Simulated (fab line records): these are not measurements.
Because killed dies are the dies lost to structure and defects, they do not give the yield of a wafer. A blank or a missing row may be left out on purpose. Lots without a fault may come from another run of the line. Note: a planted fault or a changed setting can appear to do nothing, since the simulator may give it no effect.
One fault seen from 2 desks -- flow sky130 -- numbers are kept per desk, each desk with only its own; the story behind them comes last

## FOR THE TOOL OWNER'S DESK: litho track-01
The tool's own readings at SKY_CONTACT_DEVELOP_13 (develop time 60 s): means of the sampled wafers that have a number, for each lot that ran on this tool. Marked OUT: a lot whose mean sits more than 4 standard deviations from the usual mean, which makes it out of limits; the brackets give that distance.
Columns: A = developer temp C at SKY_CONTACT_DEVELOP_13, usual 20.98 C
lot,first seen here,A
L114,day 33 00:00,21.06
L117,day 34 05:00,20.98
L125,day 36 05:00,20.95
L127,day 36 19:00,23.04 (+19) OUT
L129,day 37 12:00,22.96 (+18) OUT
Finding of this desk: L127, L129 out of limits; the first was L127 at day 36 19:00, on developer temp C at SKY_CONTACT_DEVELOP_13. Within limits: L114, L117, L125.

## AT THE METROLOGY DESK
Lot by lot, what the gauges showed, no matter which tool ran the lot: averages of those sampled wafers that carry a number. Marked OUT: a lot whose mean sits more than 4 standard deviations from the usual mean, which makes it out of limits; the brackets give that distance.
Columns: A = LI_CONTACT_BOW at SKY_LI_CONTACT_BOW_MEAS_03, usual 56 um; B = CONTACT_BOW at SKY_CONTACT_BOW_MEAS_05, usual 83 um; C = CONTACT_OVL at SKY_CONTACT_OVL_MEAS_15, usual 2 nm
lot,first seen here,A,B,C
L110,day 27 19:14,60,89,-4
L111,day 28 01:11,55,83,2
L112,day 28 18:37,59,86,9
L113,day 29 00:57,57,81,7
L114,day 29 09:28,51,77,-1
L115,day 29 13:47,50,76,-7
L116,day 30 07:40,62,92,7
L117,day 30 18:53,54,80,3
L118,day 30 20:48,61,87,0
L119,day 31 04:45,58,85,3
L124,day 32 14:24,54,77,-1
L125,day 32 19:53,56,84,4
L127,day 33 11:26,52,78,0
L129,day 34 03:20,52,78,-8
This desk's finding: nothing out of limits on any of the 14 lots.

## ALL TOGETHER
On L127, L129, at day 36 19:00, an alarm was possible from the tool owner's desk.
From the metrology desk's view, nothing was out of limits.
The metrology desk holds a record of L127, L129, inside its limits.
All the named lots went through SKY_CONTACT_DEVELOP_13 on litho track-01.

## WHAT HAD BEEN PUT IN BY THE SIMULATOR
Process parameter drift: litho track-01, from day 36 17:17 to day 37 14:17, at SKY_CONTACT_DEVELOP_13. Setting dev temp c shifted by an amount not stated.
Shown lots that were struck: L127, L129.
Hours from the fault's start to each desk's first reading out of limits: the tool owner's desk, 2.
